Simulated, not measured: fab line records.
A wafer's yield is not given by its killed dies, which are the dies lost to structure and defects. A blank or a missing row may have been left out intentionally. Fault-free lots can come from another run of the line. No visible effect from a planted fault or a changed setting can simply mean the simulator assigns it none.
A lot that was struck, set against a sound lot	flow gf180mcu	20 steps out of a route of 602
Sound: the wafers L355.1, L355.3, L355.6. Wafers L374.1, L374.5, L374.6 were the ones struck. The cause is named last.
Each step with rows lists, per side, the tool, then ch with its chambers, then its first start. Under that, the readings that differ: sound wafers	struck wafers	difference of the means	sigmas: that difference in standard deviations of wafers without a fault.
alike: readings with means less than 2 such deviations apart, plus words and numbers identical on both sides. not compared: withheld readings, readings lacking a value on some wafer, bounds such as >300 that could conceal the same value, and numbers that have no deviation in the record and whose values overlap.
Wherever a step has rows on one side only, a row that says differs or no value, or a row with sigmas, the two part there. Numbers that don't overlap but have no deviation are shown without sigmas and don't part them. A reading that every wafer of one side lacks parts them only if that side has two wafers or more.

first, 1 step without rows for these wafers: GF_V4_CVD_00 (deposits SiO2, target thk 600 nm, time 100 s).
GF_V4_THK_MEAS_01:
  sound on film_metro-04 at day 24 14:21; struck on film_metro-01 at day 30 10:53
reading	sound	struck	difference	sigmas
V4_CVD_00_THK (nm)	597 594 599	612 614 614	+17	+2
GF_V4_CVD_02: deposits SiO2 from TEOS, target thk 850 nm, time 94.851 s.
  sound on pecvd-04 ch 1,2, day 24 14:25; struck on pecvd-01 ch 0,2, day 30 10:56
  alike: heater_power_w
GF_V4_THK_MEAS_03:
  sound on film_metro-03 at day 24 14:29; struck on film_metro-01 at day 30 11:01
  alike: V4_CVD_02_THK
GF_V4_CMP_04: polishes SiO2.
  sound on cmp-02 ch 1,2,3, day 24 14:32; struck on cmp-02 ch 0,1,2, day 30 11:10
  alike: motor_current_A, time_to_endpoint_s
GF_V4_BOW_MEAS_05:
  sound on film_metro-04 at day 24 14:50; struck on film_metro-04 at day 30 11:22
  alike: V4_BOW
then, 6 steps without rows for these wafers: GF_V4_DEHYDRATE_06 (time 60 s); GF_V4_HMDS_07 (prime time 60 s); GF_V4_COAT_08; GF_V4_COAT_09 (resist thk 1000 nm); GF_V4_SOFTBAKE_10 (time 60 s); GF_V4_EXPOSE_11 (exposes mask Via4, target cd 260 nm).
GF_V4_PEB_12: peb time 87.12 s.
  sound on litho_track-03 ch 0, day 25 12:22; struck on litho_track-04 ch 0, day 31 05:19
reading	sound	struck	difference	sigmas
heater_power_total_W (W)	86.82 86.27 86.63	93.98 94.00 94.22	+7.49	+34
plate_temp_C (C)	135.06 135.06 134.80	144.21 143.99 144.09	+9.12	+61
  alike: chill_plate_temp_C
then, 1 step without rows for these wafers: GF_V4_DEVELOP_13 (develop time 60 s).
GF_V4_CD_MEAS_14: target cd 260 nm.
  sound on cd_sem-02 at day 25 12:43; struck on cd_sem-02 at day 31 06:00
reading	sound	struck	difference	sigmas
cd_nm (nm)	261.3 260.5 261.2	277.6 277.6 278.4	+16.9	+17
  not compared: hold
GF_V4_OVL_MEAS_15:
  sound on overlay-02 at day 25 12:50; struck on overlay-01 at day 31 07:44
reading	sound	struck	difference	sigmas
hold	- - -	await_dispo/1.6h/release await_dispo/1.6h/release await_dispo/1.6h/release	no value on the sound wafers	
  alike: V4_OVL
GF_V4_ETCH_16: etches BARC in N2/H2.
  sound on rie_diel-02 ch 2,3, day 25 12:52; struck on rie_diel-01 ch 0,1,3, day 31 07:46
reading	sound	struck	difference	sigmas
model.V4.cd_nm (nm)	261.8 261.3 261	277.5 277 279.1	+16.5	
  alike: drypump_motor_current_A, oes_product_au, throttle_valve_pct
GF_V4_ETCH_17: etches SiO2 in C4F8/O2/Ar, stops on TiN, target depth 630 nm.
  sound on rie_diel-02 ch 2,3; struck on rie_diel-01 ch 0,1,3
reading	sound	struck	difference	sigmas
model.V4.cd_nm (nm)	260.7 260.8 260	277.5 277.7 279.1	+17.6	
  alike: oes_product_au
GF_V4_STRIP_18: strips in O2/N2.
  sound on plasma_asher-01 ch 1, day 25 13:00; struck on plasma_asher-02 ch 0,1, day 31 07:54
  alike: drypump_motor_current_A, heater_power_w, oes_product_au, platen_temp_c
  not compared: rf_hours_counter_h
GF_PASSIVATION_PROBE_99:
  the record holds rows for the sound wafers here (prober-02, day 30 01:19) but none for the struck ones

== WHERE THEY PART ==
First at GF_V4_THK_MEAS_01; last, within this record, at GF_PASSIVATION_PROBE_99.

WHY: what the simulator had put in
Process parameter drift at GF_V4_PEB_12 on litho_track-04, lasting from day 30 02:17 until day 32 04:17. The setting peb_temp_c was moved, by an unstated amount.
